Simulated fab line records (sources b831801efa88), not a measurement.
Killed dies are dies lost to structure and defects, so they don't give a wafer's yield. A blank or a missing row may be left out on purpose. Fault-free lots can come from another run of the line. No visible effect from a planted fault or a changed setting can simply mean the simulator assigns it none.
fab line records	flow sky130
record: lots: 12	wafers: 36	last-day: 50
route steps=708 shown NWELL@79 POLY_GATE@218 LDD_P@257
lots that met no fault: taken from a fault-free run of the same line
start-h: hours from the record's first day to the start of the lot's first wafer shown	wait-h: hours from the lot's prior step to this one	" identical to the entry in the row above	L1.1+2: a single row standing in for several wafers	- no value, or no start given	* or withheld: withheld	< > ~ a bound
route shown NAME@n: a module of which the file shows steps, and the number in the route of the first	usual: mean and standard deviation over wafers with no fault	same: alike in all rows	chamber/n: place in a boat	sites: each site's reading	_std_site: how widely they spread, as a standard deviation	_edge_site: outer sites' mean less inner sites'	radius-mm: how far each site lies from the wafer's centre	mask NAME#n: copy n	behind: the most recent tool/chamber to have shaped the wafer	hold: what put the lot on hold/how long, in hours/how the hold closed	device: the n, p or np transistor that did not switch	end of line: the tests these same wafers got at the end of their route	for a step that has no rows: nothing shown but its recipe	killed: dies lost to structure and defects at the first sort, not the wafer's yield	map: per-die view of a wafer (x killed, . not killed, _ where there is no die)
set.NAME: the run value of the setting; set.NAME@STEP: its run value at that earlier step	model.NAME: the simulator's own value behind a step, which no gauge read
a sample of lots followed through the steps of the route, with each step as a table and each wafer as a row
services: when a tool's chamber went out of use (start-h, in hours from the record's first day, below 0 if earlier), for how many hours, and the reason
== steps ==
step: SKY_NWELL_TW_MEAS_26
usual: NWELL_2_TW: 493/5.8
lot.wafer	tool	chamber	start-h	wait-h	NWELL_2_TW
L521.2	film-metro-01	-	108.34	0.1	498
L521.4	"	-	"	"	499
L521.5	"	-	"	"	501
L522.2	film-metro-03	-	109.83	0.1	488
L522.5	"	-	"	"	486
L522.6	"	-	"	"	489
L523.1	film-metro-01	-	115.42	0.1	499
L523.4	"	-	"	"	499
L523.5	"	-	"	"	500
L525.1	film-metro-04	-	129.82	0.1	490
L525.2	"	-	"	"	491
L525.6	"	-	"	"	488
L528.2	film-metro-04	-	150.28	0.1	491
L528.3	"	-	"	"	490
L528.6	"	-	"	"	491
L530.1	film-metro-03	-	156.22	0.1	491
L530.3	"	-	"	"	492
L530.4	"	-	"	"	489
L535.2	film-metro-01	-	190.84	0.1	500
L535.5	"	-	"	"	502
L535.6	"	-	"	"	502
L537.4	film-metro-03	-	197.21	0.1	489
L537.5	"	-	"	"	484
L537.6	"	-	"	"	486
L539.1	film-metro-01	-	210.07	0.1	499
L539.5	"	-	"	"	506
L539.6	"	-	"	"	503
L540.1	film-metro-03	-	220.13	0.1	488
L540.4	"	-	"	"	486
L540.5	"	-	"	"	489
L541.2	film-metro-01	-	224.83	0.1	497
L541.5	"	-	"	"	494
L541.6	"	-	"	"	494
L542.2	film-metro-01	-	232.29	0.1	495
L542.3	"	-	"	"	494
L542.6	"	-	"	"	496
step: SKY_NWELL_RTA_28
recipe: temp-c: 1050	time-s: 30	idle-temp-c: 650	ramp-up-c-per-s: 150	ramp-down-c-per-s: 90	ambient: N2
usual: lamp-power-pct: 25.31/0.053	ramp-down-c-per-s: 90.002/0.016	wafer_temp_C_max: 1054.9/0.92
lot.wafer	tool	chamber	start-h	wait-h	lamp-power-pct	ramp-down-c-per-s	wafer_temp_C_max
L521.2	rtp-anneal-01	0	108.46	0.0	25.28	90.029	1053.9
L521.4	"	0	"	"	25.25	89.970	1053.8
L521.5	"	0	"	"	25.35	90.006	1054.5
L522.2	rtp-anneal-02	0	109.94	0.0	25.27	90.010	1056.2
L522.5	"	0	"	"	25.23	90.022	1054.1
L522.6	"	0	"	"	25.27	90.009	1054.3
L523.1	rtp-anneal-01	0	115.53	0.0	25.38	90.006	1055.5
L523.4	"	0	"	"	25.29	90.035	1054.1
L523.5	"	0	"	"	25.23	89.998	1054.4
L525.1	rtp-anneal-01	0	129.93	0.0	25.28	90.052	1055.0
L525.2	"	0	"	"	25.36	89.989	1054.5
L525.6	"	0	"	"	25.40	89.995	1053.8
L528.2	rtp-anneal-01	0	150.39	0.0	25.22	89.975	1053.7
L528.3	"	0	"	"	25.33	89.993	1055.3
L528.6	"	0	"	"	25.24	90.028	1055.3
L530.1	rtp-anneal-02	0	156.33	0.0	25.25	90.007	1054.9
L530.3	"	0	"	"	25.31	89.970	1055.9
L530.4	"	0	"	"	25.32	89.998	1055.2
L535.2	rtp-anneal-01	0	190.97	0.0	25.32	89.988	1053.3
L535.5	"	0	"	"	25.30	89.998	1055.8
L535.6	"	0	"	"	25.41	89.981	1054.2
L537.4	rtp-anneal-01	0	197.35	0.1	25.30	90.050	1054.4
L537.5	"	0	"	"	25.20	90.009	1055.1
L537.6	"	0	"	"	25.33	90.014	1054.6
L539.1	rtp-anneal-01	0	210.18	0.0	25.33	89.986	1055.3
L539.5	"	0	"	"	25.31	90.029	1057.3
L539.6	"	0	"	"	25.29	89.987	1056.0
L540.1	rtp-anneal-01	0	220.24	0.0	25.23	89.983	1057.3
L540.4	"	0	"	"	25.33	90.017	1054.7
L540.5	"	0	"	"	25.27	89.996	1055.6
L541.2	rtp-anneal-02	0	224.94	0.0	25.24	90.003	1054.7
L541.5	"	0	"	"	25.25	90.019	1056.0
L541.6	"	0	"	"	25.27	90.013	1054.9
L542.2	rtp-anneal-02	0	232.41	0.0	25.30	90.006	1055.7
L542.3	"	0	"	"	25.23	90.003	1053.7
L542.6	"	0	"	"	25.35	90.016	1054.3
step: SKY_POLY_GATE_THK_MEAS_04
recipe: reads: Si3N4_of_POLY_GATE_CVD_03
usual: POLY_GATE_CVD_03_THK: 75.4/0.85
lot.wafer	tool	chamber	start-h	wait-h	POLY_GATE_CVD_03_THK[nm]
L521.2	film-metro-04	-	347.71	0.0	76.1
L521.4	"	-	"	"	75.7
L521.5	"	-	"	"	75.5
L522.2	film-metro-01	-	351.90	0.0	76.4
L522.5	"	-	"	"	76.4
L522.6	"	-	"	"	76.7
L523.1	film-metro-01	-	360.97	0.0	75.5
L523.4	"	-	"	"	75.2
L523.5	"	-	"	"	75.1
L525.1	film-metro-04	-	378.52	0.0	75.9
L525.2	"	-	"	"	76.3
L525.6	"	-	"	"	76.5
L528.2	film-metro-04	-	412.41	0.0	75.2
L528.3	"	-	"	"	74.5
L528.6	"	-	"	"	75.2
L530.1	film-metro-02	-	431.69	0.0	74.2
L530.3	"	-	"	"	73.8
L530.4	"	-	"	"	74.0
L535.2	film-metro-04	-	468.38	0.0	74.7
L535.5	"	-	"	"	74.4
L535.6	"	-	"	"	74.6
L537.4	film-metro-01	-	479.18	0.0	75.1
L537.5	"	-	"	"	75.4
L537.6	"	-	"	"	75.7
L539.1	film-metro-04	-	499.41	0.0	73.9
L539.5	"	-	"	"	74.0
L539.6	"	-	"	"	73.5
L540.1	film-metro-02	-	510.20	0.0	75.6
L540.4	"	-	"	"	75.8
L540.5	"	-	"	"	75.3
L541.2	film-metro-04	-	513.27	0.0	76.7
L541.5	"	-	"	"	76.4
L541.6	"	-	"	"	76.8
L542.2	film-metro-01	-	527.53	0.0	76.6
L542.3	"	-	"	"	76.9
L542.6	"	-	"	"	75.8
step: SKY_LDD_P_COAT_02
recipe: resist: NOVOLAK	spin-rpm: 3000	resist-thk-nm: 1140
usual: spin-speed-rpm: 2999.8/2.2
lot.wafer	tool	chamber	start-h	wait-h	spin-speed-rpm
L521.2	litho-track-03	0	424.77	0.1	3000.7
L521.4	"	0	"	"	2999.7
L521.5	"	0	"	"	2999.0
L522.2	litho-track-02	0	428.86	0.1	2997.4
L522.5	"	0	"	"	2999.4
L522.6	"	0	"	"	2998.5
L523.1	litho-track-03	0	441.79	0.1	2998.5
L523.4	"	0	"	"	2997.4
L523.5	"	0	"	"	2999.8
L525.1	litho-track-02	0	456.43	0.1	3001.7
L525.2	"	0	"	"	2996.7
L525.6	"	0	"	"	2998.9
L528.2	litho-track-02	0	492.40	0.1	3133.3
L528.3	"	0	"	"	3133.8
L528.6	"	0	"	"	3128.5
L530.1	litho-track-02	0	512.23	0.1	3129.0
L530.3	"	0	"	"	3130.3
L530.4	"	0	"	"	3130.8
L535.2	litho-track-03	0	548.67	0.1	3000.5
L535.5	"	0	"	"	3000.3
L535.6	"	0	"	"	2997.4
L537.4	litho-track-01	0	557.87	0.1	3001.2
L537.5	"	0	"	"	2998.0
L537.6	"	0	"	"	2999.7
L539.1	litho-track-01	0	578.29	0.1	2998.7
L539.5	"	0	"	"	3000.5
L539.6	"	0	"	"	2998.6
L540.1	litho-track-02	0	589.13	0.1	3000.0
L540.4	"	0	"	"	3003.6
L540.5	"	0	"	"	3004.0
L541.2	litho-track-02	0	592.80	0.1	3000.5
L541.5	"	0	"	"	2999.7
L541.6	"	0	"	"	3003.2
L542.2	litho-track-03	0	604.07	0.1	2996.4
L542.3	"	0	"	"	3001.8
L542.6	"	0	"	"	2998.3
step: SKY_LDD_P_STRIP_10
recipe: chemistry: O2/N2	power-w: 1400	pressure-mtorr: 1500	platen-temp-c: withheld	o2-flow-sccm: 3000	n2-flow-sccm: 300	overash-fraction: 0.5
usual: drypump-motor-current-A: 5.7/0.5	oes-product-au: 0.716/0.0045	strip-time-to-endpoint-s: 14.17/0.038
lot.wafer	tool	chamber	start-h	wait-h	drypump-motor-current-A	oes-product-au	rf-hours-counter-h	strip-time-to-endpoint-s
L521.2	plasma-asher-03	0	440.60	0.1	6.1	0.710	66	14.19
L521.4	"	1	"	"	6.0	0.718	-	14.15
L521.5	"	0	"	"	6.1	0.708	-	14.15
L522.2	plasma-asher-04	0	444.62	0.1	4.8	0.711	69	14.17
L522.5	"	1	"	"	6.1	0.721	-	14.17
L522.6	"	0	"	"	4.8	0.718	-	14.17
L523.1	plasma-asher-04	0	457.55	0.1	4.8	0.707	70	14.20
L523.4	"	0	"	"	4.8	0.722	-	14.16
L523.5	"	0	"	"	4.8	0.713	-	14.12
L525.1	plasma-asher-04	0	472.10	0.1	4.8	0.716	72	14.20
L525.2	"	1	"	"	6.1	0.718	72	14.15
L525.6	"	1	"	"	6.1	0.716	-	14.23
L528.2	plasma-asher-04	0	507.70	0.1	4.8	0.722	75	13.86
L528.3	"	0	"	"	4.8	0.714	-	13.85
L528.6	"	1	"	"	6.1	0.707	-	13.91
L530.1	plasma-asher-04	0	527.65	0.1	4.8	0.713	77	13.87
L530.3	"	0	"	"	4.8	0.720	-	13.89
L530.4	"	1	"	"	6.1	0.717	-	13.92
L535.2	plasma-asher-03	1	564.25	0.1	6.0	0.713	78	14.19
L535.5	"	0	"	"	6.1	0.712	-	14.24
L535.6	"	1	"	"	6.0	0.716	-	14.19
L537.4	plasma-asher-01	0	572.82	0.1	5.9	0.719	-	14.11
L537.5	"	0	"	"	6.0	0.711	-	14.09
L537.6	"	1	"	"	5.4	0.713	-	14.12
L539.1	plasma-asher-04	1	593.40	0.1	6.1	0.717	84	14.22
L539.5	"	0	"	"	4.9	0.714	-	14.23
L539.6	"	1	"	"	6.1	0.722	-	14.23
L540.1	plasma-asher-04	0	604.05	0.1	4.8	0.711	86	14.15
L540.4	"	0	"	"	4.8	0.713	-	14.16
L540.5	"	0	"	"	4.8	0.714	-	14.15
L541.2	plasma-asher-03	0	608.00	0.1	6.1	0.712	81	14.11
L541.5	"	0	"	"	6.1	0.716	-	14.10
L541.6	"	1	"	"	6.0	0.713	-	14.10
L542.2	plasma-asher-04	0	619.40	0.1	4.8	0.708	87	14.14
L542.3	"	0	"	"	4.8	0.720	-	14.17
L542.6	"	0	"	"	4.8	0.717	-	14.18
== services ==
tool	chamber	start-h	hours	kind
plasma-asher-03	-	88.32	3.0	repair
plasma-asher-01	-	108.75	9.0	pm
plasma-asher-01	0	108.75	9.0	vent-cycle
plasma-asher-01	1	108.75	9.0	vent-cycle
plasma-asher-01	0	117.75	-	clean
plasma-asher-01	1	117.75	-	clean
litho-track-02	-	118.52	-	consumable-replace:filter
plasma-asher-03	-	183.27	1.4	repair
plasma-asher-04	-	208.50	11.1	repair
plasma-asher-04	-	239.75	22.9	repair
plasma-asher-04	-	341.54	10.1	repair
plasma-asher-03	-	397.36	1.1	repair
plasma-asher-03	-	542.43	2.7	repair
plasma-asher-03	-	592.03	2.8	pm
plasma-asher-03	-	595.31	6.1	repair
== key ==
first-sign: step: SKY_LDD_P_COAT_02	reading: spin-speed-rpm	direction: up	sigmas: 61	usual: 2999.8	struck: 3130.9
effect: step: SKY_LDD_P_STRIP_10	reading: strip-time-to-endpoint-s	direction: down	sigmas: 7.5	usual: *	struck: *
met-at SKY_LDD_P_COAT_02
struck-lots L528,L530
tester-left-out L528,L530
not-acting-at SKY_NWELL_TW_MEAS_26,SKY_NWELL_RTA_28,SKY_POLY_GATE_THK_MEAS_04
onset-between 456.43 492.40
fault: kind: process-parameter-drift	tool: litho-track-02	chamber: -	onset-h: 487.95	steps: SKY_LDD_P_COAT_02	channel: spin-rpm	offset: 130.54	shape: step	end-h: 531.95	acts-in: these-recipes-only	stated: 3000
tester-left-out: of these lots the tester's yield and bins aren't shown, on N5 and GAA mostly nor the transistor test; their killed dies are dies lost to structure and defects alone, not to doping, threshold or leakage, so they don't give the yield
